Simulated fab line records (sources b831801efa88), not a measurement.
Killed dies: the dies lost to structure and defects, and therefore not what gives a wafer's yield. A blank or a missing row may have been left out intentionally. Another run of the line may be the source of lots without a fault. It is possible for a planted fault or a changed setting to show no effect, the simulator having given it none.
fab line records | flow sky130 | part 1 of 2: steps 1 to 26 of 37
record: lots: 5 | wafers: 15 | last_day: 50
route steps=708 shown SONOS_ONO@180 GATE_OXIDE@187 POLY_GATE@204 RES_PROTECT@206
lots that met no fault: taken from a fault-free run of the same line
start_h: start of the lot's first displayed wafer, in hours after the record's first day | wait_h: time in hours since the lot's previous step | " same as the row above | L1.1+2: a row that stands for several wafers | - either no value or no given start | * or withheld: withheld | < > ~ a bound
route shown NAME@n: NAME is a module with steps in the file, n the number in the route of the first one | usual: mean and standard deviation over wafers with no fault | same: alike in all rows | chamber/n: place in a boat | sites: per-site readings | _std_site: standard deviation across them | _edge_site: inner sites' mean taken away from outer sites' mean | radius_mm: for every site, how far away it sits from the centre of the wafer | mask NAME#n: copy n | behind: the most recent tool/chamber to have shaped the wafer | hold: cause of the lot's hold/its duration in hours/its outcome | device: which transistor (n, p or np) failed to switch | end of line: tests run on the same wafers once the route is complete | where a step has no rows: the recipe by itself | killed: the dies lost at the first sort to structure and to defects; this is not the yield of the wafer | map: a wafer's dies, marking killed ones x, the rest . and places with no die _
set.NAME: the run value of the setting; set.NAME@STEP: its run value at that earlier step | model.NAME: the simulator's own value behind a step, which no gauge read
lots at selected steps of the route; one table per step, one row per wafer
services: when a tool's chamber went out of use (start_h, in hours from the record's first day, below 0 if earlier), for how many hours, and the reason
== steps ==
step: SKY_SONOS_ONO_DEVELOP_12
recipe: develop_time_s: 60 | dev_temp_c: 23
usual: chill_plate_temp_C: 23.01/0.11
lot.wafer | tool           | chamber | start_h | wait_h | chill_plate_temp_C
L076.2    | litho_track-02 | 0       | 293.49  | 0.1    | 22.99
L076.4    | "              | 0       | "       | "      | 23.10
L076.6    | "              | 0       | "       | "      | 23.01
L078.2    | litho_track-02 | 0       | 308.49  | 0.1    | 23.12
L078.3    | "              | 0       | "       | "      | 23.07
L078.6    | "              | 0       | "       | "      | 23.20
L088.3    | litho_track-01 | 0       | 393.46  | 0.1    | 23.09
L088.5    | "              | 0       | "       | "      | 22.95
L088.6    | "              | 0       | "       | "      | 23.08
L093.3    | litho_track-02 | 0       | 438.27  | 0.1    | 23.00
L093.4    | "              | 0       | "       | "      | 22.98
L093.6    | "              | 0       | "       | "      | 23.11
L096.1    | litho_track-01 | 0       | 464.36  | 0.1    | 22.92
L096.4    | "              | 0       | "       | "      | 22.90
L096.6    | "              | 0       | "       | "      | 23.07
step: SKY_SONOS_ONO_CD_MEAS_13
recipe: target_cd_nm: 410
usual: cd_nm: 410.1/2.3
lot.wafer | tool      | chamber | start_h | wait_h | cd_nm
L076.2    | cd_sem-01 | -       | 293.64  | 0.1    | 410.0
L076.4    | "         | -       | "       | "      | 411.4
L076.6    | "         | -       | "       | "      | 407.5
L078.2    | cd_sem-01 | -       | 308.64  | 0.1    | 410.0
L078.3    | "         | -       | "       | "      | 410.9
L078.6    | "         | -       | "       | "      | 408.8
L088.3    | cd_sem-02 | -       | 393.60  | 0.1    | 410.5
L088.5    | "         | -       | "       | "      | 409.0
L088.6    | "         | -       | "       | "      | 408.9
L093.3    | cd_sem-02 | -       | 438.41  | 0.1    | 409.5
L093.4    | "         | -       | "       | "      | 405.8
L093.6    | "         | -       | "       | "      | 411.6
L096.1    | cd_sem-02 | -       | 464.51  | 0.1    | 411.1
L096.4    | "         | -       | "       | "      | 410.3
L096.6    | "         | -       | "       | "      | 410.7
step: SKY_SONOS_ONO_OVL_MEAS_14
usual: SONOS_ONO_OVL: 0.9/1.4
lot.wafer | tool       | chamber | start_h | wait_h | SONOS_ONO_OVL[nm]
L076.2    | overlay-02 | -       | 293.74  | 0.1    | -1.5
L076.4    | "          | -       | "       | "      | -0.2
L076.6    | "          | -       | "       | "      | -0.9
L078.2    | overlay-01 | -       | 308.74  | 0.1    | 2.4
L078.3    | "          | -       | "       | "      | 1.3
L078.6    | "          | -       | "       | "      | 2.0
L088.3    | overlay-02 | -       | 393.69  | 0.1    | -0.4
L088.5    | "          | -       | "       | "      | -0.7
L088.6    | "          | -       | "       | "      | -1.0
L093.3    | overlay-02 | -       | 438.50  | 0.1    | 3.6
L093.4    | "          | -       | "       | "      | 3.1
L093.6    | "          | -       | "       | "      | 2.7
L096.1    | overlay-02 | -       | 464.63  | 0.1    | 2.3
L096.4    | "          | -       | "       | "      | 2.5
L096.6    | "          | -       | "       | "      | 2.8
step: SKY_SONOS_ONO_ETCH_15
recipe: target_depth_nm: 19.52 | chemistry: CHF3/O2 | source_w: 600 | bias_w: 200 | pressure_mtorr: 40 | chf3_flow_sccm: 50 | O2_flow_sccm: 5 | time_s: 7.8
usual: drypump_motor_current_A: 5.7/0.33 | oes_product_au: 1.003/0.015 | throttle_valve_pct: 8.825/0.011
same: time_s: 7.8
lot.wafer | tool        | chamber | start_h | wait_h | drypump_motor_current_A | oes_product_au | rf_hours_counter_h | throttle_valve_pct
L076.2    | rie_diel-03 | 2       | 293.77  | 0.0    | 5.4                     | 1.010          | 119                | 8.822
L076.4    | "           | 1       | "       | "      | 5.0                     | 0.991          | 99                 | 8.823
L076.6    | "           | 3       | "       | "      | 5.5                     | 1.009          | -                  | 8.833
L078.2    | rie_diel-01 | 1       | 308.77  | 0.0    | 5.7                     | 1.034          | 112                | 8.835
L078.3    | "           | 2       | "       | "      | 5.4                     | 1.015          | 0                  | 8.831
L078.6    | "           | 3       | "       | "      | 5.6                     | 1.015          | -                  | 8.821
L088.3    | rie_diel-04 | 0       | 393.71  | 0.0    | 6.4                     | 0.994          | 9                  | 8.797
L088.5    | "           | 3       | "       | "      | 6.2                     | 1.001          | -                  | 8.823
L088.6    | "           | 1       | "       | "      | 5.6                     | 0.991          | -                  | 8.817
L093.3    | rie_diel-03 | 2       | 438.52  | 0.0    | 5.4                     | 1.006          | 1                  | 8.839
L093.4    | "           | 1       | "       | "      | 5.0                     | 0.993          | 102                | 8.831
L093.6    | "           | 1       | "       | "      | 5.0                     | 0.992          | -                  | 8.830
L096.1    | rie_diel-01 | 0       | 464.66  | 0.0    | 5.5                     | 0.989          | 39                 | 8.807
L096.4    | "           | 3       | "       | "      | 5.6                     | 1.029          | 38                 | 8.834
L096.6    | "           | 2       | "       | "      | 5.4                     | 1.018          | -                  | 8.826
step: SKY_SONOS_ONO_WET_ETCH_16
recipe: chemistry: dHF | target_depth_nm: 14 | dry: n2_spin | target: SiO2 | dilution: 100:1 | temp_c: 25 | time_s: 280
same: time_s: 280
lot.wafer  | tool         | chamber | start_h | wait_h
L076.2+4+6 | wet_bench-01 | 2       | 293.79  | 0.0
L078.2+3+6 | wet_bench-01 | 0       | 308.79  | 0.0
L088.3+5+6 | wet_bench-04 | 2       | 393.73  | 0.0
L093.3+4+6 | wet_bench-01 | 2       | 438.54  | 0.0
L096.1+4+6 | wet_bench-01 | 2       | 464.68  | 0.0
step: SKY_SONOS_ONO_STRIP_17
recipe: chemistry: O2/N2 | power_w: 1400 | pressure_mtorr: 1500 | platen_temp_c: withheld | o2_flow_sccm: 3000 | n2_flow_sccm: 300 | overash_fraction: 0.5
usual: drypump_motor_current_A: 5.7/0.61 | oes_product_au: 0.710/0.0047 | strip_time_to_endpoint_s: 14.05/0.041
lot.wafer | tool            | chamber | start_h | wait_h | drypump_motor_current_A | oes_product_au | rf_hours_counter_h | strip_time_to_endpoint_s
L076.2    | plasma_asher-01 | 0       | 293.88  | 0.0    | 5.4                     | 0.704          | 49                 | 14.01
L076.4    | "               | 0       | "       | "      | 5.4                     | 0.711          | -                  | 14.07
L076.6    | "               | 1       | "       | "      | 5.0                     | 0.711          | -                  | 13.99
L078.2    | plasma_asher-03 | 0       | 308.88  | 0.0    | 5.1                     | 0.709          | 63                 | 14.07
L078.3    | "               | 1       | "       | "      | 5.6                     | 0.717          | -                  | 14.06
L078.6    | "               | 1       | "       | "      | 5.6                     | 0.710          | -                  | 14.08
L088.3    | plasma_asher-04 | 1       | 393.95  | 0.0    | 6.1                     | 0.704          | -                  | 14.08
L088.5    | "               | 1       | "       | "      | 6.1                     | 0.706          | -                  | 14.05
L088.6    | "               | 0       | "       | "      | 6.7                     | 0.705          | -                  | 14.05
L093.3    | plasma_asher-03 | 1       | 438.66  | 0.0    | 5.5                     | 0.719          | -                  | 14.00
L093.4    | "               | 0       | "       | "      | 5.1                     | 0.716          | -                  | 14.02
L093.6    | "               | 0       | "       | "      | 5.0                     | 0.705          | -                  | 14.06
L096.1    | plasma_asher-04 | 1       | 464.78  | 0.0    | 6.1                     | 0.705          | 33                 | 14.04
L096.4    | "               | 1       | "       | "      | 6.1                     | 0.708          | -                  | 14.02
L096.6    | "               | 1       | "       | "      | 6.1                     | 0.711          | -                  | 14.02
step: SKY_SONOS_ONO_WET_ETCH_18
recipe: chemistry: H3PO4 | target_depth_nm: 15 | target: Si3N4 | temp_c: 160 | time_s: 172
same: time_s: 172
lot.wafer  | tool         | chamber | start_h | wait_h
L076.2+4+6 | wet_bench-04 | 3       | 293.98  | 0.1
L078.2+3+6 | wet_bench-04 | 3       | 308.98  | 0.1
L088.3+5+6 | wet_bench-02 | 1       | 394.02  | 0.0
L093.3+4+6 | wet_bench-01 | 3       | 438.73  | 0.0
L096.1+4+6 | wet_bench-04 | 2       | 464.88  | 0.1
step: SKY_GATE_OXIDE_CLEAN_00
recipe: chemistry: SC1/SC2 | mix: 1:4:20 | temp_c: 70 | time_s: 150 | dry: n2_spin
same: time_s: 150
lot.wafer  | tool         | chamber | start_h | wait_h
L076.2+4+6 | wet_bench-01 | 3       | 294.04  | 0.0
L078.2+3+6 | wet_bench-01 | 2       | 309.04  | 0.0
L088.3+5+6 | wet_bench-01 | 1       | 394.08  | 0.0
L093.3+4+6 | wet_bench-04 | 1       | 438.78  | 0.0
L096.1+4+6 | wet_bench-02 | 1       | 464.93  | 0.0
step: SKY_GATE_OXIDE_OXIDATION_01
recipe: temp_c: 900 | ambient: O2 | stabilise_s: 600 | purge_s: 300 | target_thk_a: 102.68 | ox_time_s: 1473
usual: ox_temp_c_max: 904.5/0.67 | spike_tc_upper_C: 902.2/1.5 | tube_center_temp_C_max: 902.3/0.36
lot.wafer | tool       | chamber | start_h | wait_h | ox_temp_c_max | spike_tc_upper_C | tube_center_temp_C_max
L076.2    | furnace-01 | 0       | 294.44  | 0.3    | 904.6         | 902.0            | 901.9
L076.4    | "          | 0       | "       | "      | 905.8         | 903.8            | 902.5
L076.6    | "          | 0       | "       | "      | 904.9         | 902.1            | 902.0
L078.2    | furnace-02 | 0       | 309.26  | 0.2    | 903.3         | 900.5            | 901.8
L078.3    | "          | 0       | "       | "      | 904.5         | 900.1            | 901.6
L078.6    | "          | 0       | "       | "      | 904.5         | 899.7            | 902.4
L088.3    | furnace-01 | 0       | 395.24  | 1.1    | 904.8         | 903.6            | 902.0
L088.5    | "          | 0       | "       | "      | 904.7         | 901.9            | 902.5
L088.6    | "          | 0       | "       | "      | 904.0         | 902.8            | 902.4
L093.3    | furnace-01 | 0       | 439.94  | 1.1    | 904.9         | 904.8            | 902.3
L093.4    | "          | 0       | "       | "      | 903.7         | 903.2            | 902.1
L093.6    | "          | 0       | "       | "      | 905.1         | 903.8            | 902.0
L096.1    | furnace-01 | 0       | 464.98  | 0.0    | 905.0         | 903.3            | 901.9
L096.4    | "          | 0       | "       | "      | 903.4         | 903.3            | 902.3
L096.6    | "          | 0       | "       | "      | 905.0         | 901.9            | 901.8
step: SKY_GATE_OXIDE_THK_MEAS_02
recipe: reads: SiO2_of_GATE_OXIDE_OXIDATION_01
usual: GATE_OXIDE_OXIDATION_00_THK: 10.26/0.21
lot.wafer | tool          | chamber | start_h | wait_h | GATE_OXIDE_OXIDATION_00_THK[nm]
L076.2    | film_metro-04 | -       | 295.85  | 0.0    | 10.46
L076.4    | "             | -       | "       | "      | 10.55
L076.6    | "             | -       | "       | "      | 10.42
L078.2    | film_metro-04 | -       | 310.68  | 0.0    | 10.34
L078.3    | "             | -       | "       | "      | 10.24
L078.6    | "             | -       | "       | "      | 10.13
L088.3    | film_metro-04 | -       | 396.66  | 0.0    | 10.47
L088.5    | "             | -       | "       | "      | 10.42
L088.6    | "             | -       | "       | "      | 10.46
L093.3    | film_metro-02 | -       | 441.37  | 0.0    | 10.27
L093.4    | "             | -       | "       | "      | 10.39
L093.6    | "             | -       | "       | "      | 10.24
L096.1    | film_metro-02 | -       | 466.39  | 0.0    | 9.90
L096.4    | "             | -       | "       | "      | 10.03
L096.6    | "             | -       | "       | "      | 9.95
step: SKY_GATE_OXIDE_DEHYDRATE_03
recipe: temp_c: 200 | time_s: 60
usual: chill_plate_temp_C: 22.98/0.1
same: time_s: 60
lot.wafer | tool           | chamber | start_h | wait_h | chill_plate_temp_C
L076.2    | litho_track-03 | 0       | 307.54  | 11.7   | 22.95
L076.4    | "              | 0       | "       | "      | 23.02
L076.6    | "              | 0       | "       | "      | 23.07
L078.2    | litho_track-02 | 0       | 323.49  | 12.8   | 22.86
L078.3    | "              | 0       | "       | "      | 23.03
L078.6    | "              | 0       | "       | "      | 23.00
L088.3    | litho_track-02 | 0       | 410.57  | 13.9   | 23.10
L088.5    | "              | 0       | "       | "      | 23.06
L088.6    | "              | 0       | "       | "      | 22.85
L093.3    | litho_track-03 | 0       | 456.06  | 14.7   | 23.08
L093.4    | "              | 0       | "       | "      | 23.15
L093.6    | "              | 0       | "       | "      | 23.01
L096.1    | litho_track-02 | 0       | 481.47  | 15.1   | 23.18
L096.4    | "              | 0       | "       | "      | 23.10
L096.6    | "              | 0       | "       | "      | 22.97
step: SKY_GATE_OXIDE_HMDS_04
recipe: prime_time_s: 60 | prime_temp_c: 120
usual: chill_plate_temp_C: 23.01/0.11
lot.wafer | tool           | chamber | start_h | wait_h | chill_plate_temp_C
L076.2    | litho_track-03 | 0       | 307.69  | 0.1    | 23.22
L076.4    | "              | 0       | "       | "      | 22.92
L076.6    | "              | 0       | "       | "      | 23.00
L078.2    | litho_track-02 | 0       | 323.64  | 0.1    | 22.85
L078.3    | "              | 0       | "       | "      | 22.88
L078.6    | "              | 0       | "       | "      | 23.12
L088.3    | litho_track-02 | 0       | 410.72  | 0.1    | 23.17
L088.5    | "              | 0       | "       | "      | 23.09
L088.6    | "              | 0       | "       | "      | 23.10
L093.3    | litho_track-03 | 0       | 456.21  | 0.1    | 23.05
L093.4    | "              | 0       | "       | "      | 22.92
L093.6    | "              | 0       | "       | "      | 23.06
L096.1    | litho_track-02 | 0       | 481.62  | 0.1    | 23.09
L096.4    | "              | 0       | "       | "      | 23.09
L096.6    | "              | 0       | "       | "      | 23.10
step: SKY_GATE_OXIDE_COAT_05
recipe: resist: NOVOLAK | spin_rpm: 3000 | resist_thk_nm: 1140
usual: chill_plate_temp_C: 23.00/0.12
lot.wafer | tool           | chamber | start_h | wait_h | chill_plate_temp_C
L076.2    | litho_track-03 | 0       | 307.84  | 0.1    | 22.96
L076.4    | "              | 0       | "       | "      | 23.17
L076.6    | "              | 0       | "       | "      | 22.91
L078.2    | litho_track-02 | 0       | 323.79  | 0.1    | 23.11
L078.3    | "              | 0       | "       | "      | 23.20
L078.6    | "              | 0       | "       | "      | 23.00
L088.3    | litho_track-02 | 0       | 410.87  | 0.1    | 23.09
L088.5    | "              | 0       | "       | "      | 23.07
L088.6    | "              | 0       | "       | "      | 22.98
L093.3    | litho_track-03 | 0       | 456.36  | 0.1    | 23.31
L093.4    | "              | 0       | "       | "      | 23.14
L093.6    | "              | 0       | "       | "      | 23.04
L096.1    | litho_track-02 | 0       | 481.77  | 0.1    | 23.03
L096.4    | "              | 0       | "       | "      | 23.09
L096.6    | "              | 0       | "       | "      | 23.22
step: SKY_GATE_OXIDE_SOFTBAKE_06
recipe: temp_c: 90 | time_s: 60 | resist: NOVOLAK
usual: chill_plate_temp_C: 23.02/0.089
same: time_s: 60
lot.wafer | tool           | chamber | start_h | wait_h | chill_plate_temp_C
L076.2    | litho_track-03 | 0       | 307.99  | 0.1    | 23.09
L076.4    | "              | 0       | "       | "      | 22.98
L076.6    | "              | 0       | "       | "      | 23.11
L078.2    | litho_track-02 | 0       | 323.94  | 0.1    | 23.05
L078.3    | "              | 0       | "       | "      | 22.99
L078.6    | "              | 0       | "       | "      | 22.97
L088.3    | litho_track-02 | 0       | 411.02  | 0.1    | 23.10
L088.5    | "              | 0       | "       | "      | 23.01
L088.6    | "              | 0       | "       | "      | 23.10
L093.3    | litho_track-03 | 0       | 456.51  | 0.1    | 23.12
L093.4    | "              | 0       | "       | "      | 22.98
L093.6    | "              | 0       | "       | "      | 22.86
L096.1    | litho_track-02 | 0       | 481.92  | 0.1    | 22.99
L096.4    | "              | 0       | "       | "      | 23.05
L096.6    | "              | 0       | "       | "      | 23.21
step: SKY_GATE_OXIDE_EXPOSE_07
recipe: mask_id: LVOM | na: 0.6 | source_shape: conventional | sigma_outer: 0.6 | polarization: unpolarized | target_cd_nm: 600 | dose_mj: 170
lot.wafer  | tool             | chamber | start_h | wait_h | mask
L076.2+4+6 | iline_stepper-01 | 0       | -       | -      | LVOM#0
L078.2+3+6 | iline_stepper-01 | 0       | -       | -      | LVOM#0
L088.3+5+6 | iline_stepper-02 | 0       | -       | -      | LVOM#0
L093.3+4+6 | iline_stepper-01 | 0       | -       | -      | LVOM#0
L096.1+4+6 | iline_stepper-02 | 0       | -       | -      | LVOM#0
step: SKY_GATE_OXIDE_PEB_08
recipe: temp_c: withheld | time_s: * | resist: NOVOLAK
usual: chill_plate_temp_C: *
same: time_s: *
lot.wafer | tool           | chamber | start_h | wait_h | chill_plate_temp_C
L076.2    | litho_track-02 | 0       | -       | -      | *
L076.4    | "              | 0       | "       | "      | *
L076.6    | "              | 0       | "       | "      | *
L078.2    | litho_track-03 | 0       | -       | -      | *
L078.3    | "              | 0       | "       | "      | *
L078.6    | "              | 0       | "       | "      | *
L088.3    | litho_track-02 | 0       | -       | -      | *
L088.5    | "              | 0       | "       | "      | *
L088.6    | "              | 0       | "       | "      | *
L093.3    | litho_track-02 | 0       | -       | -      | *
L093.4    | "              | 0       | "       | "      | *
L093.6    | "              | 0       | "       | "      | *
L096.1    | litho_track-04 | 0       | -       | -      | *
L096.4    | "              | 0       | "       | "      | *
L096.6    | "              | 0       | "       | "      | *
step: SKY_GATE_OXIDE_DEVELOP_09
recipe: resist: NOVOLAK | developer: TMAH | develop_time_s: 60 | dev_temp_c: 23
usual: chill_plate_temp_C: 23.00/0.098
lot.wafer | tool           | chamber | start_h | wait_h | chill_plate_temp_C
L076.2    | litho_track-02 | 0       | 320.94  | 0.1    | 23.17
L076.4    | "              | 0       | "       | "      | 23.20
L076.6    | "              | 0       | "       | "      | 23.08
L078.2    | litho_track-03 | 0       | 336.19  | 0.1    | 23.02
L078.3    | "              | 0       | "       | "      | 23.03
L078.6    | "              | 0       | "       | "      | 23.02
L088.3    | litho_track-02 | 0       | 425.17  | 0.1    | 23.03
L088.5    | "              | 0       | "       | "      | 23.02
L088.6    | "              | 0       | "       | "      | 23.06
L093.3    | litho_track-02 | 0       | 472.42  | 0.1    | 23.04
L093.4    | "              | 0       | "       | "      | 22.98
L093.6    | "              | 0       | "       | "      | 22.99
L096.1    | litho_track-04 | 0       | 497.78  | 0.1    | 23.13
L096.4    | "              | 0       | "       | "      | 23.06
L096.6    | "              | 0       | "       | "      | 22.99
step: SKY_GATE_OXIDE_OVL_MEAS_10
usual: GATE_OXIDE_OVL: 0.0/1.5
lot.wafer | tool       | chamber | start_h | wait_h | GATE_OXIDE_OVL[nm]
L076.2    | overlay-01 | -       | 321.07  | 0.1    | 2.9
L076.4    | "          | -       | "       | "      | 0.6
L076.6    | "          | -       | "       | "      | 0.2
L078.2    | overlay-02 | -       | 336.32  | 0.1    | -1.0
L078.3    | "          | -       | "       | "      | -1.3
L078.6    | "          | -       | "       | "      | -0.1
L088.3    | overlay-01 | -       | 425.28  | 0.1    | 3.2
L088.5    | "          | -       | "       | "      | 1.7
L088.6    | "          | -       | "       | "      | 2.5
L093.3    | overlay-01 | -       | 472.53  | 0.1    | -0.9
L093.4    | "          | -       | "       | "      | -2.1
L093.6    | "          | -       | "       | "      | 0.7
L096.1    | overlay-02 | -       | 497.93  | 0.1    | -0.8
L096.4    | "          | -       | "       | "      | -1.1
L096.6    | "          | -       | "       | "      | -0.6
step: SKY_GATE_OXIDE_IMPLANT_11
recipe: species: B | energy_kev: 10 | dose_cm2: 2.551e+12 | tilt_deg: withheld
lot.wafer  | tool         | chamber | start_h | wait_h
L076.2+4+6 | implanter-04 | 0       | 321.13  | 0.0
L078.2+3+6 | implanter-02 | 0       | 336.38  | 0.0
L088.3+5+6 | implanter-02 | 0       | 425.35  | 0.1
L093.3+4+6 | implanter-04 | 0       | 472.60  | 0.1
L096.1+4+6 | implanter-02 | 0       | 497.96  | 0.0
step: SKY_GATE_OXIDE_WET_ETCH_12
recipe: chemistry: dHF | target_depth_nm: 16.8 | dry: n2_spin | target: SiO2 | dilution: 100:1 | temp_c: 25 | time_s: 336
same: time_s: 336
lot.wafer  | tool         | chamber | start_h | wait_h
L076.2+4+6 | wet_bench-02 | 3       | 321.25  | 0.1
L078.2+3+6 | wet_bench-01 | 3       | 336.50  | 0.1
L088.3+5+6 | wet_bench-04 | 1       | 425.45  | 0.1
L093.3+4+6 | wet_bench-04 | 2       | 472.70  | 0.1
L096.1+4+6 | wet_bench-01 | 3       | 498.11  | 0.1
step: SKY_GATE_OXIDE_STRIP_13
recipe: chemistry: O2/N2 | power_w: 1400 | pressure_mtorr: 1500 | platen_temp_c: withheld | o2_flow_sccm: 3000 | n2_flow_sccm: 300 | overash_fraction: 0.5
usual: drypump_motor_current_A: 5.9/0.61 | oes_product_au: 0.715/0.0044 | strip_time_to_endpoint_s: 14.20/0.042
lot.wafer | tool            | chamber | start_h | wait_h | drypump_motor_current_A | oes_product_au | rf_hours_counter_h | strip_time_to_endpoint_s
L076.2    | plasma_asher-03 | 0       | 321.35  | 0.0    | 5.1                     | 0.716          | 64                 | 14.14
L076.4    | "               | 1       | "       | "      | 5.5                     | 0.716          | -                  | 14.18
L076.6    | "               | 1       | "       | "      | 5.5                     | 0.716          | -                  | 14.17
L078.2    | plasma_asher-02 | 1       | 336.60  | 0.0    | 6.7                     | 0.721          | 64                 | 14.16
L078.3    | "               | 0       | "       | "      | 5.5                     | 0.715          | -                  | 14.18
L078.6    | "               | 1       | "       | "      | 6.7                     | 0.715          | -                  | 14.12
L088.3    | plasma_asher-04 | 0       | 425.59  | 0.0    | 6.7                     | 0.723          | -                  | 14.21
L088.5    | "               | 0       | "       | "      | 6.6                     | 0.712          | -                  | 14.17
L088.6    | "               | 1       | "       | "      | 6.1                     | 0.714          | -                  | 14.21
L093.3    | plasma_asher-04 | 1       | 472.94  | 0.0    | 6.1                     | 0.713          | -                  | 14.25
L093.4    | "               | 0       | "       | "      | 6.7                     | 0.716          | -                  | 14.22
L093.6    | "               | 1       | "       | "      | 6.1                     | 0.710          | -                  | 14.27
L096.1    | plasma_asher-03 | 0       | 498.21  | 0.0    | 5.0                     | 0.712          | 6                  | 14.24
L096.4    | "               | 0       | "       | "      | 5.1                     | 0.709          | -                  | 14.20
L096.6    | "               | 1       | "       | "      | 5.5                     | 0.714          | -                  | 14.21
step: SKY_GATE_OXIDE_TW_MEAS_14
usual: GATE_OXIDE_TW: 219.9/1.8
lot.wafer | tool          | chamber | start_h | wait_h | GATE_OXIDE_TW
L076.2    | film_metro-02 | -       | 321.46  | 0.1    | 220.3
L076.4    | "             | -       | "       | "      | 220.5
L076.6    | "             | -       | "       | "      | 221.0
L078.2    | film_metro-02 | -       | 336.71  | 0.1    | 220.7
L078.3    | "             | -       | "       | "      | 219.1
L078.6    | "             | -       | "       | "      | 220.6
L088.3    | film_metro-03 | -       | 425.67  | 0.1    | 219.1
L088.5    | "             | -       | "       | "      | 218.2
L088.6    | "             | -       | "       | "      | 219.0
L093.3    | film_metro-04 | -       | 473.03  | 0.1    | 221.9
L093.4    | "             | -       | "       | "      | 220.8
L093.6    | "             | -       | "       | "      | 222.0
L096.1    | film_metro-02 | -       | 498.31  | 0.1    | 220.5
L096.4    | "             | -       | "       | "      | 219.8
L096.6    | "             | -       | "       | "      | 221.0
step: SKY_GATE_OXIDE_CLEAN_15
recipe: chemistry: SC1/SC2 | mix: 1:4:20 | temp_c: 70 | time_s: 150 | dry: n2_spin
same: time_s: 150
lot.wafer  | tool         | chamber | start_h | wait_h
L076.2+4+6 | wet_bench-04 | 2       | 321.51  | 0.0
L078.2+3+6 | wet_bench-01 | 3       | 336.76  | 0.0
L088.3+5+6 | wet_bench-01 | 0       | 425.71  | 0.0
L093.3+4+6 | wet_bench-02 | 1       | 473.07  | 0.0
L096.1+4+6 | wet_bench-02 | 0       | 498.37  | 0.1
step: SKY_GATE_OXIDE_OXIDATION_16
recipe: temp_c: 800 | ambient: O2 | idle_temp_c: 700 | ramp_up_c_per_min: 10 | ramp_down_c_per_min: 3 | stabilise_s: 600 | purge_s: 300 | target_thk_a: 35.7 | ox_time_s: 1915
usual: ox_temp_c_max: 804.0/0.8 | spike_tc_upper_C: 801.4/1.5 | tube_center_temp_C_max: 802.0/0.3
lot.wafer | tool       | chamber | start_h | wait_h | ox_temp_c_max | spike_tc_upper_C | tube_center_temp_C_max
L076.2    | furnace-02 | 0       | 321.77  | 0.2    | 803.8         | 801.2            | 801.6
L076.4    | "          | 0       | "       | "      | 804.6         | 801.2            | 802.6
L076.6    | "          | 0       | "       | "      | 805.1         | 800.5            | 802.0
L078.2    | furnace-02 | 0       | 337.30  | 0.5    | 803.5         | 800.7            | 802.0
L078.3    | "          | 0       | "       | "      | 802.5         | 799.9            | 801.9
L078.6    | "          | 0       | "       | "      | 803.9         | 799.3            | 802.4
L088.3    | furnace-01 | 0       | 427.46  | 1.7    | 804.5         | 804.0            | 801.6
L088.5    | "          | 0       | "       | "      | 802.7         | 804.2            | 801.9
L088.6    | "          | 0       | "       | "      | 802.4         | 802.7            | 801.6
L093.3    | furnace-01 | 0       | 473.12  | 0.0    | 804.5         | 803.6            | 802.2
L093.4    | "          | 0       | "       | "      | 803.2         | 801.1            | 801.6
L093.6    | "          | 0       | "       | "      | 803.1         | 804.0            | 802.1
L096.1    | furnace-01 | 0       | 498.43  | 0.0    | 803.7         | 803.5            | 801.9
L096.4    | "          | 0       | "       | "      | 805.3         | 803.2            | 802.0
L096.6    | "          | 0       | "       | "      | 803.4         | 804.3            | 801.8
step: SKY_POLY_GATE_CVD_00
recipe: material: poly-Si | target_thk_nm: 180 | temp_c: 620 | time_s: 720 | pressure_mtorr: 200
usual: spike_tc_upper_C: 618.9/1.3
same: time_s: 720
lot.wafer | tool     | chamber | start_h | wait_h | spike_tc_upper_C
L076.2    | lpcvd-01 | 1       | 323.30  | 0.0    | 618.6
L076.4    | "        | 1       | "       | "      | 618.2
L076.6    | "        | 1       | "       | "      | 618.1
L078.2    | lpcvd-01 | 1       | 338.83  | 0.0    | 616.6
L078.3    | "        | 1       | "       | "      | 617.8
L078.6    | "        | 1       | "       | "      | 617.2
L088.3    | lpcvd-01 | 0       | 429.00  | 0.0    | 619.4
L088.5    | "        | 0       | "       | "      | 619.3
L088.6    | "        | 0       | "       | "      | 619.2
L093.3    | lpcvd-01 | 0       | 474.65  | 0.0    | 620.2
L093.4    | "        | 0       | "       | "      | 620.6
L093.6    | "        | 0       | "       | "      | 620.1
L096.1    | lpcvd-01 | 1       | 499.96  | 0.0    | 615.6
L096.4    | "        | 1       | "       | "      | 619.0
L096.6    | "        | 1       | "       | "      | 619.1
step: SKY_POLY_GATE_THK_MEAS_01
recipe: reads: poly-Si_of_POLY_GATE_CVD_00
usual: POLY_GATE_CVD_00_THK: 179.7/1.5
lot.wafer | tool          | chamber | start_h | wait_h | POLY_GATE_CVD_00_THK[nm]
L076.2    | film_metro-01 | -       | 324.51  | 0.0    | 180.9
L076.4    | "             | -       | "       | "      | 180.9
L076.6    | "             | -       | "       | "      | 180.6
L078.2    | film_metro-02 | -       | 340.04  | 0.0    | 179.2
L078.3    | "             | -       | "       | "      | 179.1
L078.6    | "             | -       | "       | "      | 177.9
L088.3    | film_metro-03 | -       | 430.22  | 0.0    | 177.8
L088.5    | "             | -       | "       | "      | 178.2
L088.6    | "             | -       | "       | "      | 179.2
L093.3    | film_metro-02 | -       | 475.87  | 0.0    | 179.2
L093.4    | "             | -       | "       | "      | 178.8
L093.6    | "             | -       | "       | "      | 179.6
L096.1    | film_metro-03 | -       | 501.16  | 0.0    | 181.6
L096.4    | "             | -       | "       | "      | 179.6
L096.6    | "             | -       | "       | "      | 179.6
